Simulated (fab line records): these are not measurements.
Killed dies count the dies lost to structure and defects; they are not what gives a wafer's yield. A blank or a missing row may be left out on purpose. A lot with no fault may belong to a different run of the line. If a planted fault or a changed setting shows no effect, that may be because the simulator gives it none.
A struck lot beside a sound one :: flow sky130 :: 18 steps out of a route of 708
Sound: the wafers L536.2, L536.4, L536.5. Wafers struck: L546.3, L546.4, L546.6. The cause is given at the end.
Per side, at each step with rows, come the tool, then ch with its chambers, and then its first start. Under that, the readings that differ: sound wafers :: struck wafers :: difference of the means :: sigmas: that difference in standard deviations of wafers without a fault.
alike: words and numbers the same on both sides, and readings whose means are apart by under 2 such deviations; not compared: readings that were withheld, readings missing a value for some wafer, numbers with overlapping values and no deviation given by the record, and bounds like >300 which may hide the same value.
A row with sigmas, a row that says differs or no value, or rows on one side alone: a step with any of these is where the two part. Non-overlapping numbers with no deviation appear without sigmas and do not part them. Lack of a reading on every wafer of one side parts them only where that side has two or more wafers.

first, 4 steps without rows for these wafers: SKY_VT_ADJUST_LVTN_SOFTBAKE_14 (time 60 s); SKY_VT_ADJUST_LVTN_EXPOSE_15 (exposes mask HVN STD DERIVED, target cd 600 nm); SKY_VT_ADJUST_LVTN_PEB_16; SKY_VT_ADJUST_LVTN_DEVELOP_17 (develop time 60 s).
SKY_VT_ADJUST_LVTN_OVL_MEAS_18:
  sound on overlay-02, day 8 17:08; struck on overlay-02, day 11 15:43
  alike: VT_ADJUST_LVTN_01_OVL
next, for these wafers, 1 step has no rows: SKY_VT_ADJUST_LVTN_IMPLANT_19.
SKY_VT_ADJUST_LVTN_STRIP_20: strips in O2/N2.
  sound on plasma_asher-03 ch 0,1, day 8 17:19; struck on plasma_asher-03 ch 0,1, day 11 15:55
  alike: drypump_motor_current_A, oes_product_au, strip_time_to_endpoint_s
  not compared: rf_hours_counter_h
SKY_VT_ADJUST_LVTN_TW_MEAS_21:
  sound on film_metro-04, day 8 17:26; struck on film_metro-04, day 11 16:01
  alike: VT_ADJUST_LVTN_2_TW
then, 4 steps without rows for these wafers: SKY_VT_ADJUST_NCORE_DEHYDRATE_00 (time 60 s); SKY_VT_ADJUST_NCORE_HMDS_01 (prime time 60 s); SKY_VT_ADJUST_NCORE_COAT_02 (resist thk 1140 nm); SKY_VT_ADJUST_NCORE_SOFTBAKE_03 (time 60 s).
SKY_VT_ADJUST_NCORE_EXPOSE_04: exposes mask LVTN COMPLEMENT THIN, target cd 380 nm.
  sound on iline_stepper-02 ch 0, day 9 03:57; struck on iline_stepper-02 ch 0, day 12 03:25
reading: exposure_dose_mJ_cm2
sound: 138.99 139.04 139.16
struck: 140.25 140.40 140.49
difference: +1.32
sigmas: +10
  alike: mask, reticle_temp_C
then, 2 steps without rows for these wafers: SKY_VT_ADJUST_NCORE_PEB_05; SKY_VT_ADJUST_NCORE_DEVELOP_06 (develop time 60 s).
SKY_VT_ADJUST_NCORE_CD_MEAS_07: the cd target is 380 nm.
  sound on cd_sem-01, day 9 14:38; struck on cd_sem-01, day 12 15:35
reading: cd_nm (nm)
sound: 379.6 375.5 377.1
struck: 366.9 375.9 351.8
difference: -12.5
sigmas: -5
SKY_VT_ADJUST_NCORE_OVL_MEAS_08:
  sound on overlay-01, day 9 14:45; struck on overlay-01, day 12 15:40
  alike: VT_ADJUST_NCORE_OVL
-- a jump in the record: the struck wafers' starts before and after are 36 days apart (it breaks off in module VT_ADJUST_NCORE and resumes in module PAD_OPEN, where the first step shown is number 708 of the route) --
SKY_PAD_OPEN_PROBE_99:
  the record has rows for the struck wafers here (prober-02, day 49 03:06) and none for the sound ones

== WHERE THEY PART ==
Last at SKY_PAD_OPEN_PROBE_99 as far as this record goes, first at SKY_VT_ADJUST_NCORE_EXPOSE_04.

WHY: what had been put in by the simulator
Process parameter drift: iline_stepper-02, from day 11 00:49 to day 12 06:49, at SKY_VT_ADJUST_NCORE_EXPOSE_04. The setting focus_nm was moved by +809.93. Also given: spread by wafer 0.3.
